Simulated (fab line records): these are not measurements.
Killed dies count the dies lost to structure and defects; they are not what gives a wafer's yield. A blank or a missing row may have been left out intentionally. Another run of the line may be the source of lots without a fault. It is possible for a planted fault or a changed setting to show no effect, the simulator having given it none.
One fault seen from 2 desks :: flow gf180mcu :: every desk sees just its own numbers, and what lay behind them comes last

## AT THE TOOL OWNER'S DESK: pecvd-03
The tool's own readings at GF_V2_CVD_02 (deposits SiO2 from TEOS, target thk 850 nm, time 94.851 s): means of the sampled wafers that have a number, for each lot that ran on this tool. If a lot's mean is further than 4 standard deviations from the usual mean, the lot is out of limits and carries the mark OUT (the distance appears in the brackets).
Columns: A = heater_power_w at GF_V2_CVD_02, usual 646 W; B = rf_fwd_power_W at GF_V2_CVD_02, usual 595.2 W
lot: L355
first seen here: day 18 22:57
A: 667
B: 593.9

lot: L356
first seen here: day 19 03:50
A: 651
B: 596.0

lot: L357
first seen here: day 19 13:26
A: 621
B: 596.3

lot: L359
first seen here: day 20 19:01
A: 590
B: 594.4

lot: L358
first seen here: day 21 01:50
A: 696
B: 594.5

lot: L369
first seen here: day 24 10:45
A: 602
B: 595.1

lot: L370
first seen here: day 24 23:26
A: 604
B: 594.8

lot: L372
first seen here: day 25 07:57
A: 685
B: 594.3

lot: L374
first seen here: day 25 23:50
A: 643
B: 595.3

lot: L377
first seen here: day 26 18:41
A: 608
B: 594.2
This desk's finding: nothing out of limits on any of the 10 lots.

## METROLOGY DESK
Lot by lot, what the gauges showed, no matter which tool ran the lot: averages of those sampled wafers that carry a number. If a lot's mean is further than 4 standard deviations from the usual mean, the lot is out of limits and carries the mark OUT (the distance appears in the brackets).
Columns: A = CONTACT_OVL at GF_CONTACT_OVL_MEAS_15, usual 4 nm; B = V2_CVD_02_THK at GF_V2_THK_MEAS_03, usual 848 nm
lot: L355
first seen here: day 15 19:29
A: 5
B: 849

lot: L356
first seen here: day 16 01:23
A: 2
B: 851

lot: L357
first seen here: day 16 10:47
A: 7
B: 852

lot: L359
first seen here: day 17 14:10
A: -5
B: 696 (-14) OUT

lot: L358
first seen here: day 17 19:30
A: 13
B: 786 (-5.6) OUT

lot: L369
first seen here: day 21 09:13
A: -2
B: 848

lot: L370
first seen here: day 21 23:31
A: 9
B: 864

lot: L371
first seen here: day 22 07:05
A: 5
B: 849

lot: L372
first seen here: day 22 07:10
A: 2
B: 849

lot: L374
first seen here: day 23 01:50
A: -2
B: 856

lot: L377
first seen here: day 23 21:38
A: 4
B: 847

lot: L378
first seen here: day 24 06:01
A: -2
B: 848
This desk's finding: out of limits on L358, L359; first on L359, day 20 19:05 (V2_CVD_02_THK at GF_V2_THK_MEAS_03). In limits: L355, L356, L357, L369, L370, L371, L372, L374, L377, L378.

## ALL TOGETHER
L358, L359 would have let the metrology desk raise an alarm at day 20 19:05.
Nothing out of limits was seen by the tool owner's desk.
On record at the tool owner's desk: L358, L359, within its limits.
The lots listed all ran GF_V2_CVD_02 on pecvd-03.

## WHAT WAS PUT IN BY THE SIMULATOR
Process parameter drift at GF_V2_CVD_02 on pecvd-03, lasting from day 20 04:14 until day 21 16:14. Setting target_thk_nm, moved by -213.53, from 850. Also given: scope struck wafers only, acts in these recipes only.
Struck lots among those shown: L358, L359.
Hours from the fault's start to each desk's first reading out of limits: the metrology desk, 15.
